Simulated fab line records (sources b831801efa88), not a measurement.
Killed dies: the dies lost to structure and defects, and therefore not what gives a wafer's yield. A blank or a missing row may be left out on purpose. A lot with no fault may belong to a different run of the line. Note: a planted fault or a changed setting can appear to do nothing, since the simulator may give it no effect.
fab line records -- flow sky130 -- part 1 of 2: steps 1 to 24 of 25
record: lots: 7, wafers: 21, last-day: 49
route steps=708 shown VIA1@481 METAL2@483 PAD_OPEN@708
lots with no fault: from the same line, run without faults
start-h: start of the lot's first displayed wafer, in hours after the record's first day -- wait-h: how many hours have passed since the lot's step before this one -- " identical to the entry in the row above -- L1.1+2: a row that stands for several wafers -- - no value, or no start was given -- * or withheld: withheld -- < > ~ a bound
route shown NAME@n: names a module that has steps shown in the file, with the first one's number in the route -- usual: mean/standard deviation taken from wafers without a fault -- same: alike in all rows -- chamber/n: place in a boat -- sites: each site's reading -- _std_site: standard deviation of those values -- _edge_site: the outer-site mean with the inner-site mean subtracted -- radius-mm: how far each site lies from the wafer's centre -- mask NAME#n: copy n -- behind: the tool/chamber that last shaped the wafer -- hold: reason for holding the lot/hours on hold/outcome of the hold -- device: names the non-switching transistor (n, p or np) -- end of line: tests run on the same wafers once the route is complete -- step lacking rows: just its recipe -- killed: not the wafer's yield, but the dies lost to structure and defects at the first sort -- map: shows each die of a wafer: x if killed, . if not, _ if none is there
set.NAME: setting as actually run; set.NAME@STEP: the setting as run at that earlier step -- model.NAME: the simulator's own value behind a step, which no gauge read
certain route steps with their lots: each step a table, each wafer a row
services: a tool's chamber out of use, with start hour (start-h, from the record's first day; less than 0 if before it), hours out, and reason
== steps ==
step: SKY_VIA1_THK_MEAS_23
recipe: thk-meas-gauge: xrf, reads: W_of_VIA1_CVD_21
usual: VIA1_W_THK: 264/3.4
lot.wafer,tool,chamber,start-h,wait-h,VIA1_W_THK[nm]
L304.2,film-metro-01,-,803.71,0.1,268
L304.5,film-metro-01,-,803.71,0.1,268
L304.6,film-metro-01,-,803.71,0.1,267
L308.1,film-metro-01,-,845.32,0.1,264
L308.2,film-metro-01,-,845.32,0.1,263
L308.5,film-metro-01,-,845.32,0.1,268
L307.1,film-metro-02,-,847.47,0.1,262
L307.2,film-metro-02,-,847.47,0.1,258
L307.3,film-metro-02,-,847.47,0.1,259
L309.1,film-metro-01,-,853.80,0.1,266
L309.4,film-metro-01,-,853.80,0.1,266
L309.6,film-metro-01,-,853.80,0.1,265
L320.1,film-metro-02,-,922.08,0.1,263
L320.2,film-metro-02,-,922.08,0.1,261
L320.3,film-metro-02,-,922.08,0.1,262
L322.1,film-metro-02,-,940.49,0.1,262
L322.5,film-metro-02,-,940.49,0.1,261
L322.6,film-metro-02,-,940.49,0.1,262
L324.3,film-metro-02,-,946.17,0.1,259
L324.5,film-metro-02,-,946.17,0.1,267
L324.6,film-metro-02,-,946.17,0.1,262
step: SKY_VIA1_CMP_24
recipe: stop-on: SiO2, t-overpolish-s: 15, down-force-psi: 3.5, platen-rpm: 60, target-thk-nm: 0, pad-velocity-m-s: 0.94248
step: SKY_METAL2_SPUTTER_00
recipe: material: Ti, target-thk-nm: 15, power-w: 3000, time-s: 10, chamber-pressure-pa: 0.4
step: SKY_METAL2_SPUTTER_01
recipe: material: TiN, target-thk-nm: 20, power-w: 6500, time-s: 16.7, chamber-pressure-pa: 0.4
usual: chamber-pressure-pa: 0.4000/0.001, throttle-valve-pct: 30.0/0.78
same: time-s: 16.7
lot.wafer,tool,chamber,start-h,wait-h,chamber-pressure-pa,throttle-valve-pct
L304.2,pvd-sputter-01,-,804.08,0.0,0.4003,30.0
L304.5,pvd-sputter-01,-,804.08,0.0,0.3997,28.7
L304.6,pvd-sputter-01,-,804.08,0.0,0.4005,29.8
L308.1,pvd-sputter-04,-,845.70,0.0,0.4001,29.0
L308.2,pvd-sputter-04,-,845.70,0.0,0.3990,29.3
L308.5,pvd-sputter-04,-,845.70,0.0,0.3996,30.9
L307.1,pvd-sputter-01,-,847.85,0.0,0.4001,28.8
L307.2,pvd-sputter-01,-,847.85,0.0,0.4005,29.6
L307.3,pvd-sputter-01,-,847.85,0.0,0.3991,28.8
L309.1,pvd-sputter-04,-,854.19,0.0,0.4009,28.8
L309.4,pvd-sputter-04,-,854.19,0.0,0.3991,29.2
L309.6,pvd-sputter-04,-,854.19,0.0,0.3998,29.9
L320.1,pvd-sputter-01,-,922.46,0.0,0.3998,30.2
L320.2,pvd-sputter-01,-,922.46,0.0,0.4002,29.5
L320.3,pvd-sputter-01,-,922.46,0.0,0.3989,29.1
L322.1,pvd-sputter-04,-,940.88,0.0,0.3992,29.2
L322.5,pvd-sputter-04,-,940.88,0.0,0.4004,30.1
L322.6,pvd-sputter-04,-,940.88,0.0,0.4005,29.3
L324.3,pvd-sputter-01,-,946.54,0.0,0.4014,28.9
L324.5,pvd-sputter-01,-,946.54,0.0,0.4000,30.0
L324.6,pvd-sputter-01,-,946.54,0.0,0.4000,29.9
step: SKY_METAL2_SPUTTER_02
recipe: material: AlCu, target-thk-nm: 250, power-w: 10600, time-s: 13.3, chamber-pressure-pa: 0.4
step: SKY_METAL2_SPUTTER_03
recipe: material: Ti, target-thk-nm: 5, power-w: 3000, time-s: 3.3, chamber-pressure-pa: 0.4
usual: chamber-pressure-pa: 0.4000/0.0008, throttle-valve-pct: 30.0/0.78
same: time-s: 3.3
lot.wafer,tool,chamber,start-h,wait-h,chamber-pressure-pa,throttle-valve-pct
L304.2,pvd-sputter-01,-,804.13,0.0,0.3988,30.0
L304.5,pvd-sputter-01,-,804.13,0.0,0.4000,29.0
L304.6,pvd-sputter-01,-,804.13,0.0,0.3996,30.1
L308.1,pvd-sputter-04,-,845.75,0.0,0.4000,29.2
L308.2,pvd-sputter-04,-,845.75,0.0,0.3991,29.6
L308.5,pvd-sputter-04,-,845.75,0.0,0.4003,31.0
L307.1,pvd-sputter-01,-,847.90,0.0,0.3998,29.3
L307.2,pvd-sputter-01,-,847.90,0.0,0.3995,29.6
L307.3,pvd-sputter-01,-,847.90,0.0,0.4013,28.8
L309.1,pvd-sputter-04,-,854.24,0.0,0.3986,28.9
L309.4,pvd-sputter-04,-,854.24,0.0,0.3991,29.3
L309.6,pvd-sputter-04,-,854.24,0.0,0.3991,29.9
L320.1,pvd-sputter-01,-,922.51,0.0,0.4014,30.4
L320.2,pvd-sputter-01,-,922.51,0.0,0.3996,29.5
L320.3,pvd-sputter-01,-,922.51,0.0,0.4012,28.9
L322.1,pvd-sputter-04,-,940.93,0.0,0.4011,28.9
L322.5,pvd-sputter-04,-,940.93,0.0,0.4000,30.0
L322.6,pvd-sputter-04,-,940.93,0.0,0.3993,29.1
L324.3,pvd-sputter-01,-,946.59,0.0,0.4015,29.3
L324.5,pvd-sputter-01,-,946.59,0.0,0.3989,30.2
L324.6,pvd-sputter-01,-,946.59,0.0,0.3995,29.7
step: SKY_METAL2_SPUTTER_04
recipe: material: TiN, target-thk-nm: 70, power-w: 6500, time-s: 58.3, chamber-pressure-pa: 0.4
usual: chamber-pressure-pa: 0.4000/0.00077, throttle-valve-pct: 30.0/0.76
same: time-s: 58.3
lot.wafer,tool,chamber,start-h,wait-h,chamber-pressure-pa,throttle-valve-pct
L304.2,pvd-sputter-01,-,804.15,0.0,0.3989,30.4
L304.5,pvd-sputter-01,-,804.15,0.0,0.4001,28.5
L304.6,pvd-sputter-01,-,804.15,0.0,0.3997,30.1
L308.1,pvd-sputter-04,-,845.77,0.0,0.3991,29.1
L308.2,pvd-sputter-04,-,845.77,0.0,0.3991,29.3
L308.5,pvd-sputter-04,-,845.77,0.0,0.3993,31.0
L307.1,pvd-sputter-01,-,847.92,0.0,0.3984,29.1
L307.2,pvd-sputter-01,-,847.92,0.0,0.3986,29.6
L307.3,pvd-sputter-01,-,847.92,0.0,0.4003,29.1
L309.1,pvd-sputter-04,-,854.25,0.0,0.3978,29.1
L309.4,pvd-sputter-04,-,854.25,0.0,0.4004,29.4
L309.6,pvd-sputter-04,-,854.25,0.0,0.3991,29.7
L320.1,pvd-sputter-01,-,922.53,0.0,0.3993,30.1
L320.2,pvd-sputter-01,-,922.53,0.0,0.3999,29.7
L320.3,pvd-sputter-01,-,922.53,0.0,0.4011,28.9
L322.1,pvd-sputter-04,-,940.95,0.0,0.4004,29.0
L322.5,pvd-sputter-04,-,940.95,0.0,0.4002,30.2
L322.6,pvd-sputter-04,-,940.95,0.0,0.3992,29.1
L324.3,pvd-sputter-01,-,946.60,0.0,0.4011,29.2
L324.5,pvd-sputter-01,-,946.60,0.0,0.3997,30.5
L324.6,pvd-sputter-01,-,946.60,0.0,0.3997,29.7
step: SKY_METAL2_RS_MEAS_05
recipe: thk-meas-gauge: four-point-probe, reads: TiN_of_METAL2_SPUTTER_04+Ti_of_METAL2_SPUTTER_03+AlCu_of_METAL2_SPUTTER_02+TiN_of_METAL2_SPUTTER_01+Ti_of_METAL2_SPUTTER_00
usual: METAL2_ALCU_RS: 0.1270/0.0011
lot.wafer,tool,chamber,start-h,wait-h,METAL2_ALCU_RS[ohm/sq]
L304.2,film-metro-03,-,804.22,0.0,0.1290
L304.5,film-metro-03,-,804.22,0.0,0.1284
L304.6,film-metro-03,-,804.22,0.0,0.1301
L308.1,film-metro-03,-,845.82,0.0,0.1281
L308.2,film-metro-03,-,845.82,0.0,0.1270
L308.5,film-metro-03,-,845.82,0.0,0.1261
L307.1,film-metro-04,-,847.97,0.0,0.1271
L307.2,film-metro-04,-,847.97,0.0,0.1267
L307.3,film-metro-04,-,847.97,0.0,0.1255
L309.1,film-metro-01,-,854.30,0.0,0.1268
L309.4,film-metro-01,-,854.30,0.0,0.1264
L309.6,film-metro-01,-,854.30,0.0,0.1272
L320.1,film-metro-04,-,922.58,0.0,0.1272
L320.2,film-metro-04,-,922.58,0.0,0.1273
L320.3,film-metro-04,-,922.58,0.0,0.1269
L322.1,film-metro-01,-,940.99,0.0,0.1280
L322.5,film-metro-01,-,940.99,0.0,0.1260
L322.6,film-metro-01,-,940.99,0.0,0.1268
L324.3,film-metro-03,-,946.69,0.1,0.1263
L324.5,film-metro-03,-,946.69,0.1,0.1262
L324.6,film-metro-03,-,946.69,0.1,0.1267
step: SKY_METAL2_THK_MEAS_06
recipe: thk-meas-gauge: xrf, reads: AlCu_of_METAL2_SPUTTER_02
usual: METAL2_ALCU_THK: 244.0/2.8
lot.wafer,tool,chamber,start-h,wait-h,METAL2_ALCU_THK[nm]
L304.2,film-metro-03,-,804.33,0.1,241.4
L304.5,film-metro-03,-,804.33,0.1,241.8
L304.6,film-metro-03,-,804.33,0.1,237.0
L308.1,film-metro-03,-,845.94,0.1,241.9
L308.2,film-metro-03,-,845.94,0.1,240.5
L308.5,film-metro-03,-,845.94,0.1,245.4
L307.1,film-metro-04,-,848.09,0.1,241.5
L307.2,film-metro-04,-,848.09,0.1,245.0
L307.3,film-metro-04,-,848.09,0.1,245.4
L309.1,film-metro-01,-,854.42,0.1,246.5
L309.4,film-metro-01,-,854.42,0.1,249.4
L309.6,film-metro-01,-,854.42,0.1,244.8
L320.1,film-metro-04,-,922.70,0.1,241.5
L320.2,film-metro-04,-,922.70,0.1,242.3
L320.3,film-metro-04,-,922.70,0.1,242.1
L322.1,film-metro-01,-,941.11,0.1,246.7
L322.5,film-metro-01,-,941.11,0.1,247.1
L322.6,film-metro-01,-,941.11,0.1,247.9
L324.3,film-metro-03,-,946.79,0.1,244.9
L324.5,film-metro-03,-,946.79,0.1,245.9
L324.6,film-metro-03,-,946.79,0.1,244.3
step: SKY_METAL2_DEHYDRATE_07
recipe: temp-c: 200, time-s: 60
step: SKY_METAL2_HMDS_08
recipe: prime-time-s: 60, prime-temp-c: 120
step: SKY_METAL2_COAT_09
recipe: resist: BARC, temp-c: withheld, time-s: withheld, spin-rpm: 3000, resist-thk-nm: 60
step: SKY_METAL2_COAT_10
recipe: resist: KrF-thick, spin-rpm: 3000, resist-thk-nm: 450
usual: exhaust-pa: 45.0/0.8, spin-speed-rpm: 2999.6/2.1
lot.wafer,tool,chamber,start-h,wait-h,exhaust-pa,spin-speed-rpm,model.KrF-thick_of_METAL2_COAT_10.thk-nm
L304.2,litho-track-01,0,816,-,45.3,3000.8,452
L304.5,litho-track-01,0,816,-,46.0,2998.0,450
L304.6,litho-track-01,0,816,-,44.6,3000.4,451.4
L308.1,litho-track-04,0,859,-,45.7,2630.6,480.5
L308.2,litho-track-04,0,859,-,46.0,2627.5,480.3
L308.5,litho-track-04,0,859,-,45.3,2625.4,480.7
L307.1,litho-track-04,0,860,-,44.7,2628.8,478.3
L307.2,litho-track-04,0,860,-,44.9,2627.4,478.2
L307.3,litho-track-04,0,860,-,43.9,2626.6,479.4
L309.1,litho-track-04,0,865,-,44.1,2628.2,480.6
L309.4,litho-track-04,0,866,-,44.9,2629.1,479.2
L309.6,litho-track-04,0,866,-,44.4,2629.6,479.1
L320.1,litho-track-03,0,934,-,45.6,3000.6,451.3
L320.2,litho-track-03,0,934,-,44.9,2999.9,451.6
L320.3,litho-track-03,0,934,-,45.5,2999.5,452.1
L322.1,litho-track-04,0,952,-,45.1,2995.7,450
L322.5,litho-track-04,0,952,-,44.2,3000.0,450.1
L322.6,litho-track-04,0,953,-,44.1,2999.3,449
L324.3,litho-track-04,0,959,-,45.4,2995.8,450.1
L324.5,litho-track-04,0,959,-,44.6,2996.0,450.5
L324.6,litho-track-04,0,959,-,44.6,2999.8,451.1
step: SKY_METAL2_SOFTBAKE_11
recipe: temp-c: 100, time-s: 90, resist: KrF-thick
step: SKY_METAL2_EXPOSE_12
recipe: mask-id: MM2, na: 0.8, source-shape: annular, sigma-inner: 0.55, sigma-outer: 0.85, target-cd-nm: 140, dose-mj: 28
step: SKY_METAL2_PEB_13
recipe: peb-temp-c: withheld, peb-time-s: withheld, resist: KrF-thick
step: SKY_METAL2_DEVELOP_14
recipe: develop-time-s: 60, resist: KrF-thick, dev-temp-c: 21
step: SKY_METAL2_CD_MEAS_15
recipe: target-cd-nm: 140
usual: cd-nm: 139.9/1.6
lot.wafer,tool,chamber,start-h,wait-h,cd-nm
L304.2,cd-sem-02,-,830.99,-,141.0
L304.5,cd-sem-02,-,830.99,-,138.8
L304.6,cd-sem-02,-,830.99,-,141.2
L308.1,cd-sem-02,-,871.84,-,141.0
L308.2,cd-sem-02,-,871.84,-,140.4
L308.5,cd-sem-02,-,871.84,-,141.6
L307.1,cd-sem-01,-,873.12,-,140.2
L307.2,cd-sem-01,-,873.12,-,140.4
L307.3,cd-sem-01,-,873.12,-,141.0
L309.1,cd-sem-02,-,879.37,-,142.1
L309.4,cd-sem-02,-,879.37,-,140.6
L309.6,cd-sem-02,-,879.37,-,141.6
L320.1,cd-sem-02,-,946.59,-,142.0
L320.2,cd-sem-02,-,946.59,-,142.0
L320.3,cd-sem-02,-,946.59,-,140.3
L322.1,cd-sem-02,-,965.07,-,142.0
L322.5,cd-sem-02,-,965.07,-,140.8
L322.6,cd-sem-02,-,965.07,-,141.1
L324.3,cd-sem-01,-,970.19,-,140.3
L324.5,cd-sem-01,-,970.19,-,138.8
L324.6,cd-sem-01,-,970.19,-,139.1
step: SKY_METAL2_OVL_MEAS_16
usual: METAL2_OVL: 0/5.1
lot.wafer,tool,chamber,start-h,wait-h,METAL2_OVL[nm]
L304.2,overlay-01,-,831.09,0.1,3
L304.5,overlay-01,-,831.09,0.1,-6
L304.6,overlay-01,-,831.09,0.1,-4
L308.1,overlay-01,-,871.96,0.1,-4
L308.2,overlay-01,-,871.96,0.1,-4
L308.5,overlay-01,-,871.96,0.1,-6
L307.1,overlay-02,-,873.24,0.1,1
L307.2,overlay-02,-,873.24,0.1,10
L307.3,overlay-02,-,873.24,0.1,2
L309.1,overlay-01,-,879.49,0.1,0
L309.4,overlay-01,-,879.49,0.1,-6
L309.6,overlay-01,-,879.49,0.1,1
L320.1,overlay-01,-,946.71,0.1,-11
L320.2,overlay-01,-,946.71,0.1,2
L320.3,overlay-01,-,946.71,0.1,-5
L322.1,overlay-01,-,965.19,0.1,-6
L322.5,overlay-01,-,965.19,0.1,-1
L322.6,overlay-01,-,965.19,0.1,-1
L324.3,overlay-02,-,970.28,0.1,9
L324.5,overlay-02,-,970.28,0.1,6
L324.6,overlay-02,-,970.28,0.1,0
step: SKY_METAL2_DESCUM_17
recipe: chemistry: O2, source-power-w: 150, bias-power-w: 0, pressure-mtorr: 10, temp-c: 40, time-s: 8
usual: drypump-motor-current-A: 5.6/0.63, oes-product-au: 1.005/0.011
same: time-s: 8
lot.wafer,tool,chamber,start-h,wait-h,drypump-motor-current-A,oes-product-au,rf-hours-counter-h
L304.2,rie-metal-03,1,831.12,0.0,6.4,1.000,7
L304.5,rie-metal-03,1,831.12,0.0,6.4,1.005,-
L304.6,rie-metal-03,0,831.12,0.0,6.0,0.996,-
L308.1,rie-metal-02,0,871.99,0.0,5.5,1.018,11
L308.2,rie-metal-02,1,871.99,0.0,6.1,1.007,18
L308.5,rie-metal-02,0,871.99,0.0,5.5,1.027,-
L307.1,rie-metal-04,0,873.27,0.0,4.6,0.992,11
L307.2,rie-metal-04,0,873.27,0.0,4.6,0.998,-
L307.3,rie-metal-04,0,873.27,0.0,4.6,0.998,-
L309.1,rie-metal-04,0,879.52,0.0,4.6,0.998,12
L309.4,rie-metal-04,0,879.52,0.0,4.6,0.984,-
L309.6,rie-metal-04,0,879.52,0.0,4.6,0.995,-
L320.1,rie-metal-04,1,946.75,0.0,5.6,1.003,3
L320.2,rie-metal-04,0,946.75,0.0,4.6,1.011,16
L320.3,rie-metal-04,1,946.75,0.0,5.6,1.014,-
L322.1,rie-metal-04,1,965.22,0.0,5.7,0.998,4
L322.5,rie-metal-04,1,965.22,0.0,5.6,1.007,-
L322.6,rie-metal-04,0,965.22,0.0,4.6,1.013,-
L324.3,rie-metal-02,0,970.31,0.0,5.5,1.039,-
L324.5,rie-metal-02,0,970.31,0.0,5.5,1.039,-
L324.6,rie-metal-02,1,970.31,0.0,6.1,1.018,-
step: SKY_METAL2_ETCH_18
recipe: chemistry: N2/H2, target: BARC, ion-energy-ev: 200, bias-w: 100, pressure-mtorr: 30, n2-flow-sccm: 100, h2-flow-sccm: 200, icp-w: 500, stop-on: SiO2, time-s: 45.9, target-depth-a: 600
usual: drypump-motor-current-A: 5.6/0.63, oes-product-au: 0.855/0.0053, throttle-valve-pct: 13.225/0.0091
same: time-s: 45.9
lot.wafer,tool,chamber,start-h,wait-h,drypump-motor-current-A,oes-product-au,rf-hours-counter-h,throttle-valve-pct
L304.2,rie-metal-03,1,831.15,0.0,6.4,0.854,7,13.235
L304.5,rie-metal-03,1,831.15,0.0,6.4,0.853,-,13.222
L304.6,rie-metal-03,0,831.15,0.0,6.1,0.858,-,13.228
L308.1,rie-metal-02,0,872.03,0.0,5.5,0.858,11,13.235
L308.2,rie-metal-02,1,872.03,0.0,6.1,0.859,18,13.224
L308.5,rie-metal-02,0,872.03,0.0,5.5,0.854,-,13.231
L307.1,rie-metal-04,0,873.34,0.1,4.6,0.858,11,13.224
L307.2,rie-metal-04,0,873.34,0.1,4.6,0.849,-,13.224
L307.3,rie-metal-04,0,873.34,0.1,4.6,0.850,-,13.217
L309.1,rie-metal-04,0,879.59,0.1,4.7,0.853,12,13.215
L309.4,rie-metal-04,0,879.59,0.1,4.7,0.842,-,13.217
L309.6,rie-metal-04,0,879.59,0.1,4.7,0.853,-,13.235
L320.1,rie-metal-04,1,946.78,0.0,5.7,0.853,3,13.218
L320.2,rie-metal-04,0,946.78,0.0,4.7,0.862,16,13.215
L320.3,rie-metal-04,1,946.78,0.0,5.7,0.852,-,13.210
L322.1,rie-metal-04,1,965.25,0.0,5.7,0.856,4,13.225
L322.5,rie-metal-04,1,965.25,0.0,5.6,0.856,-,13.227
L322.6,rie-metal-04,0,965.25,0.0,4.6,0.849,-,13.232
L324.3,rie-metal-02,0,970.35,0.0,5.5,0.856,-,13.235
L324.5,rie-metal-02,0,970.35,0.0,5.5,0.862,-,13.218
L324.6,rie-metal-02,1,970.35,0.0,6.1,0.858,-,13.233
step: SKY_METAL2_METAL_ETCH_19
recipe: target-depth-a: 3600, stop-on: SiO2, over-etch-frac: 0.3, time-s: 78, chemistry: Cl2/BCl3, resist-sidewall-deg: 88, pressure-mtorr: 10, icp-w: 900, bias-w: 48.5, Cl2_flow_sccm: 60, bcl3-flow-sccm: 30
usual: drypump-motor-current-A: 5.6/0.63, oes-product-au: 0.854/0.0054, throttle-valve-pct: 22.264/0.0091
same: time-s: 78
lot.wafer,tool,chamber,start-h,wait-h,drypump-motor-current-A,oes-product-au,rf-hours-counter-h,throttle-valve-pct,model.KrF-thick_of_METAL2_COAT_10.thk-nm
L304.2,rie-metal-03,1,831.22,0.0,6.4,0.854,7,22.255,160.5
L304.5,rie-metal-03,1,831.22,0.0,6.4,0.853,-,22.245,158.8
L304.6,rie-metal-03,0,831.22,0.0,6.1,0.850,-,22.259,164.2
L308.1,rie-metal-02,0,872.09,0.0,5.5,0.848,11,22.253,180.5
L308.2,rie-metal-02,1,872.09,0.0,6.1,0.852,18,22.272,187.5
L308.5,rie-metal-02,0,872.09,0.0,5.5,0.851,-,22.269,181.3
L307.1,rie-metal-04,0,873.46,0.1,4.7,0.861,12,22.262,189.5
L307.2,rie-metal-04,0,873.46,0.1,4.6,0.859,-,22.277,188.8
L307.3,rie-metal-04,0,873.46,0.1,4.6,0.850,-,22.255,190.4
L309.1,rie-metal-04,0,879.71,0.1,4.7,0.855,12,22.253,192.3
L309.4,rie-metal-04,0,879.71,0.1,4.6,0.856,-,22.273,190.5
L309.6,rie-metal-04,0,879.71,0.1,4.6,0.853,-,22.265,193.1
L320.1,rie-metal-04,1,946.84,0.0,5.7,0.852,3,22.277,157.4
L320.2,rie-metal-04,0,946.84,0.0,4.6,0.859,16,22.261,157.8
L320.3,rie-metal-04,1,946.84,0.0,5.7,0.861,-,22.261,160.7
L322.1,rie-metal-04,1,965.32,0.0,5.6,0.848,4,22.257,156
L322.5,rie-metal-04,1,965.32,0.0,5.7,0.861,-,22.269,155.9
L322.6,rie-metal-04,0,965.32,0.0,4.6,0.855,-,22.267,152.6
L324.3,rie-metal-02,0,970.43,0.1,5.5,0.860,-,22.267,148.7
L324.5,rie-metal-02,0,970.43,0.1,5.5,0.850,-,22.273,147.7
L324.6,rie-metal-02,1,970.43,0.1,6.0,0.862,-,22.273,159.8
step: SKY_METAL2_STRIP_20
recipe: chemistry: O2/N2, power-w: 1400, pressure-mtorr: 1500, platen-temp-c: withheld, o2-flow-sccm: 3000, n2-flow-sccm: 300, overash-fraction: 0.5
usual: drypump-motor-current-A: 5.9/0.48, oes-product-au: 0.342/0.0049, strip-time-to-endpoint-s: 2.68/0.047
lot.wafer,tool,chamber,start-h,wait-h,drypump-motor-current-A,oes-product-au,rf-hours-counter-h,strip-time-to-endpoint-s
L304.2,plasma-asher-04,1,831.31,0.1,6.2,0.352,8,2.71
L304.5,plasma-asher-04,1,831.31,0.1,6.2,0.345,-,2.70
L304.6,plasma-asher-04,0,831.31,0.1,5.4,0.351,-,2.76
L308.1,plasma-asher-01,0,872.18,0.1,5.6,0.355,44,2.94
L308.2,plasma-asher-01,1,872.18,0.1,6.5,0.355,44,3.02
L308.5,plasma-asher-01,1,872.18,0.1,6.5,0.358,-,2.93
L307.1,plasma-asher-04,0,873.64,0.1,5.3,0.364,12,3.03
L307.2,plasma-asher-04,1,873.64,0.1,6.3,0.356,12,3.03
L307.3,plasma-asher-04,1,873.64,0.1,6.3,0.365,-,3.04
L309.1,plasma-asher-01,1,879.89,0.1,6.5,0.364,45,3.06
L309.4,plasma-asher-01,1,879.89,0.1,6.5,0.361,-,3.04
L309.6,plasma-asher-01,0,879.89,0.1,5.6,0.359,-,3.08
L320.1,plasma-asher-02,0,946.93,0.1,5.3,0.348,116,2.68
L320.2,plasma-asher-02,1,946.93,0.1,6.6,0.340,116,2.68
L320.3,plasma-asher-02,0,946.93,0.1,5.3,0.347,-,2.70
L322.1,plasma-asher-01,1,965.41,0.1,6.5,0.337,53,2.67
L322.5,plasma-asher-01,1,965.41,0.1,6.4,0.353,-,2.67
L322.6,plasma-asher-01,0,965.41,0.1,5.6,0.347,-,2.63
L324.3,plasma-asher-04,0,970.52,0.1,5.3,0.343,-,2.58
L324.5,plasma-asher-04,0,970.52,0.1,5.3,0.340,-,2.58
L324.6,plasma-asher-04,1,970.52,0.1,6.2,0.342,-,2.71
step: SKY_METAL2_STRIP_21
recipe: chemistry: post-etch-residue-remover, time-s: 1200, temp-c: 72.5
== key ==
first-sign: step: SKY_METAL2_COAT_10, reading: spin-speed-rpm, direction: down, sigmas: 99+, usual: 2999.6, struck: 2628.1
effect: step: SKY_METAL2_STRIP_20, reading: strip-time-to-endpoint-s, direction: up, sigmas: 7.3, usual: *, struck: *
model-effect: step: SKY_METAL2_COAT_10, value: KrF-thick_of_METAL2_COAT_10.thk-nm, without: 448.8, struck: 479.6
model-effect: step: SKY_METAL2_METAL_ETCH_19, value: KrF-thick_of_METAL2_COAT_10.thk-nm, without: 157.5, struck: 188.2
met-at SKY_METAL2_COAT_10
struck-wafers L307.1,L307.2,L307.3,L308.1,L308.2,L308.5,L309.1,L309.4,L309.6
fault: kind: process-parameter-drift, tool: litho-track-04, chamber: -, onset-h: 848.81, steps: SKY_METAL2_COAT_10, channel: spin-rpm, offset: -372.35, shape: step, end-h: 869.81, acts-in: these-recipes-only, stated: 3000
